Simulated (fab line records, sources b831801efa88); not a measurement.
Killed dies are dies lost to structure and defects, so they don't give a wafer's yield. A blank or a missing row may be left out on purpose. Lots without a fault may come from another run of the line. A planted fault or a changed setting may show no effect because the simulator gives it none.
Chamber matching | flow sky130 | SKY_CONTACT_CMP_04 on cmp-01: 4 sister chambers
The step polishes SiO2. 4 wafers are shown with their chamber, then 10 later ones without.

WAFERS WITH THEIR CHAMBER
wafer  | chamber | motor_current_A (A)
L834.5 | 0       | 13.2
L843.5 | 1       | 11.7
L845.4 | 2       | 12.0
L845.5 | 3       | 11.5

WAFERS WITHOUT THEIR CHAMBER
wafer  | motor_current_A (A)
L845.6 | 12.7
L846.1 | 12.5
L846.2 | 12.2
L846.5 | 12.1
L847.1 | 12.2
L847.4 | 11.5
L847.6 | 11.7
L849.1 | 11.8
L849.2 | 12.7
L849.3 | 12.3

WHICH CHAMBER EACH WENT THROUGH
wafer  | from the rows above               | in truth
L845.6 | can't be placed: 0 or 2 or 1      | 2
L846.1 | can't be placed: 2 or 0 or 1 or 3 | 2
L846.2 | can't be placed: 2 or 1 or 3      | 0
L846.5 | can't be placed: 2 or 1 or 3      | 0
L847.1 | can't be placed: 2 or 1 or 3      | 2
L847.4 | can't be placed: 3 or 1 or 2      | 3
L847.6 | can't be placed: 1 or 3 or 2      | 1
L849.1 | can't be placed: 1 or 2 or 3      | 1
L849.2 | can't be placed: 0 or 2 or 1      | 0
L849.3 | can't be placed: 2 or 1 or 3 or 0 | 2
Placed correctly: 0 of 10. Can't be placed from these rows: 10 (the true chamber is among the candidates in 8). Placed wrongly: 0.
How it was worked out, from the rows above alone: a wafer's distance from a chamber is the root of the sum, over the readings, of the square of ((its reading less the chamber's mean) divided by the reading's scatter). The wafer belongs to the nearest chamber; if the next one is less than 2 further off, it can't be placed. A chamber's mean is the mean of its shown wafers. The scatter: with one shown wafer a chamber, the root of the mean of the squares of how far each hidden wafer lies from its nearest shown one.
